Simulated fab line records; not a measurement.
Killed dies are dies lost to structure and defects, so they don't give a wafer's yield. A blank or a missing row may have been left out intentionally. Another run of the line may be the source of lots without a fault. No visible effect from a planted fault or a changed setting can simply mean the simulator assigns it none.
Struck lot and sound lot, side by side    flow sfq line    42 out of 325 route steps
Sound: the wafers L583.1, L583.3, L583.5. Struck: wafers L592.2, L592.4 (left out: L592.5, a lot-mate that was not struck); the cause follows at the end.
At each step with rows: each side's tool, then ch and its chambers, then its first start. Under that, the readings that differ: sound wafers    struck wafers    difference of the means    sigmas: that difference in standard deviations of wafers without a fault.
alike: readings whose means differ by less than 2 such deviations, and words and numbers that are the same on both sides. not compared: withheld readings, readings that some wafer has no value for, bounds like >300 that may hide the same value, and numbers for which the record gives no deviation and whose values overlap.
The two part at a step that has a row with sigmas, a row that says differs or no value, or rows on one side only. Numbers that don't overlap but have no deviation are shown without sigmas and don't part them. A reading missing from all wafers of one side parts the sides only when that side holds two or more wafers.

SFQ_L0_RS_MEAS_901: measurement is done with a four-point probe.
  struck on film metro-02, day 3 09:35; sound on film metro-02, day 1 12:34
  alike: L0_MONX_KI_RS
SFQ_L0_THK_MEAS_902: measures by xrf.
  struck on film metro-02, day 3 09:41; sound on film metro-02, day 1 12:41
  alike: L0_MONX_KI_THK
then, 7 steps without rows for these wafers: SFQ_TRILAYER_L0_LITHO_COAT_010 (resist thk 62 nm); SFQ_TRILAYER_L0_LITHO_COAT_005 (resist thk 600 nm); SFQ_TRILAYER_L0_LITHO_SOFTBAKE_009; SFQ_TRILAYER_L0_LITHO_EXPOSE_006 (exposes mask L0, target cd 2000 nm); SFQ_TRILAYER_L0_LITHO_PEB_008 (peb time 60 s); SFQ_TRILAYER_L0_LITHO_DEVELOP_007 (time 60 s); SFQ_TRILAYER_L0_BARC_OPEN_METAL_ETCH_010 (etches BARC in O2, target depth 125 nm, time 41.7 s).
SFQ_TRILAYER_L0_ETCH_METAL_ETCH_008: etches MoNx KI in SF6/O2, stops on SiO2, target depth 50 nm, time 25 s.
  sound on rie metal-01 ch 0,1, day 2 13:54; struck on rie metal-04 ch 0,1, day 4 14:52
  alike: drypump motor current A, oes product au
  not compared: rf hours counter h
then, 2 steps without rows for these wafers: SFQ_TRILAYER_L0_STRIP_STRIP_009 (strips in O2); SFQ_TRILAYER_L0_STRIP_SOLV_CLEAN_010 (cleans in NMP, time 600 s).
SFQ_TRILAYER_L0_CAP_PECVD_011: deposits SiO2 from SiH4/N2O, time 13.333 s, target thk 60 nm.
  sound on pecvd-03 ch 0,2, day 2 14:43; struck on pecvd-02 ch 1, day 4 15:41
reading                                              sound            struck       difference  sigmas
model.SiO2_of_TRILAYER_L0_CAP_PECVD_011.thk nm (nm)  59.2 59.6 60.13  83.89 85.43  +25.02      
  alike: heater power w, throttle valve pct
then, 6 steps without rows for these wafers: SFQ_TRILAYER_L0_VIA_LITHO_COAT_018 (resist thk 62 nm); SFQ_TRILAYER_L0_VIA_LITHO_COAT_013 (resist thk 650 nm); SFQ_TRILAYER_L0_VIA_LITHO_SOFTBAKE_017; SFQ_TRILAYER_L0_VIA_LITHO_EXPOSE_014 (exposes mask L0V, target cd 700 nm); SFQ_TRILAYER_L0_VIA_LITHO_PEB_016 (peb time 60 s); SFQ_TRILAYER_L0_VIA_LITHO_DEVELOP_015 (time 60 s).
SFQ_L0V_OVL_MEAS_903:
  struck on overlay-02, day 5 16:01; sound on overlay-01, day 3 20:04
  alike: L0V_OVL
then, 1 step without rows for these wafers: SFQ_TRILAYER_L0_VIA_BARC_OPEN_VIA_ETCH_021 (etches BARC in O2, target depth 125 nm, time 41.7 s).
SFQ_TRILAYER_L0_VIA_ETCH_VIA_ETCH_016: etches SiO2 in CHF3, stops on MoNx KI, target depth 80 nm.
  sound on rie diel-04 ch 0,2, day 3 20:08; struck on rie diel-03 ch 1,2, day 5 16:05
reading                          sound              struck       difference  sigmas
oes product au (a.u.)            0.838 0.841 0.845  0.988 0.998  +0.152      +20
model.L0V.feature depth nm (nm)  59.2 59.6 60.13    79.32 79.7   +19.87      
model.etch.depth nm (nm)         59.2 59.6 60.13    79.32 79.7   +19.87      
  alike: drypump motor current A
then, 2 steps without rows for these wafers: SFQ_TRILAYER_L0_VIA_STRIP_STRIP_017 (strips in O2); SFQ_TRILAYER_L0_VIA_STRIP_SOLV_CLEAN_018 (cleans in NMP, time 600 s).
SFQ_TRILAYER_M0_DEP_PRE_CLEAN_020: time 15 s.
  struck on pvd sputter-05, day 5 16:55; sound on pvd sputter-06, day 3 20:58
reading                                              sound            struck       difference  sigmas
model.SiO2_of_TRILAYER_L0_CAP_PECVD_011.thk nm (nm)  54.2 54.6 55.13  78.89 80.43  +25.02      
SFQ_TRILAYER_M0_DEP_SPUTTER_019: material Nb, target thk 200 nm, time 133.3 s.
  struck on pvd sputter-05, day 5 16:56; sound on pvd sputter-06, day 3 20:59
  alike: throttle valve pct
SFQ_M0_RS_MEAS_904: measurement is done with a four-point probe.
  struck on film metro-03, day 5 17:02; sound on film metro-04, day 3 21:04
reading            sound              struck       difference  sigmas
M0_NB_RS (ohm/sq)  0.887 0.898 0.910  0.883 0.873  -0.020      -3
then, 6 steps without rows for these wafers: SFQ_TRILAYER_M0_LITHO_COAT_026 (resist thk 62 nm); SFQ_TRILAYER_M0_LITHO_COAT_021 (resist thk 600 nm); SFQ_TRILAYER_M0_LITHO_SOFTBAKE_025; SFQ_TRILAYER_M0_LITHO_EXPOSE_022 (exposes mask M0, target cd 500 nm); SFQ_TRILAYER_M0_LITHO_PEB_024 (peb time 60 s); SFQ_TRILAYER_M0_LITHO_DEVELOP_023 (time 60 s).
-- the record jumps here: 3 days lie between the struck wafers' starts before and after --
SFQ_M0_OVL_MEAS_906:
  struck on overlay-01, day 8 17:57; sound on overlay-02, day 6 16:05
  alike: M0_OVL
SFQ_TRILAYER_M0_BARC_OPEN_METAL_ETCH_031: etches BARC in O2, target depth 125 nm, time 41.7 s.
  sound on rie metal-01 ch 0,1, day 6 16:08; struck on rie metal-04 ch 0,1, day 8 17:59
  alike: drypump motor current A, oes product au
  not compared: rf hours counter h
SFQ_TRILAYER_M0_ETCH_METAL_ETCH_024: etches Nb in Cl2/Ar, stops on SiO2, target depth 240 nm, time 120 s.
  sound on rie metal-01 ch 0,1, day 6 16:11; struck on rie metal-04 ch 0,1, day 8 18:02
  alike: drypump motor current A, oes product au
  not compared: rf hours counter h
then, 3 steps without rows for these wafers: SFQ_TRILAYER_M0_STRIP_STRIP_025 (strips in O2); SFQ_TRILAYER_M0_STRIP_SOLV_CLEAN_026 (cleans in NMP, time 600 s); SFQ_TRILAYER_I0_DEP_PECVD_027 (deposits SiO2 from SiH4/N2O, time 111.11 s, target thk 500 nm).
SFQ_TRILAYER_I0_CMP_CMP_028: polishes SiO2.
  sound on cmp-01 ch 0,2, day 7 03:04; struck on cmp-02 ch 0,3, day 8 22:55
  alike: head pressure psi, motor current A, retaining ring pressure frac, time to endpoint s
SFQ_I0_BOW_MEAS_907:
  struck on film metro-03, day 9 01:56; sound on film metro-03, day 7 06:04
  alike: I0_BOW
-- the record jumps here: 76 days lie between the struck wafers' starts before and after (it left off in module I0 and takes up again in module M8, whose first step shown is number 325 of the route) --
SFQ_M8_BOW_MEAS_951:
  struck on film metro-04, day 85 08:01; sound on film metro-04, day 81 13:52
reading                   sound              struck       difference  sigmas
model.etest.l0v.link ohm  45.06 44.64 45.11  1e+06 1e+06  +1e+06      
  alike: M8_BOW

WHERE THEY PART
Last at SFQ_M0_RS_MEAS_904 as far as this record goes, first at SFQ_TRILAYER_L0_VIA_ETCH_VIA_ETCH_016. Later steps at which nothing parts them and some readings are alike: SFQ_M0_OVL_MEAS_906, SFQ_TRILAYER_M0_BARC_OPEN_METAL_ETCH_031, SFQ_TRILAYER_M0_ETCH_METAL_ETCH_024, SFQ_TRILAYER_I0_CMP_CMP_028, SFQ_I0_BOW_MEAS_907, SFQ_M8_BOW_MEAS_951.

WHY: what had been put in by the simulator
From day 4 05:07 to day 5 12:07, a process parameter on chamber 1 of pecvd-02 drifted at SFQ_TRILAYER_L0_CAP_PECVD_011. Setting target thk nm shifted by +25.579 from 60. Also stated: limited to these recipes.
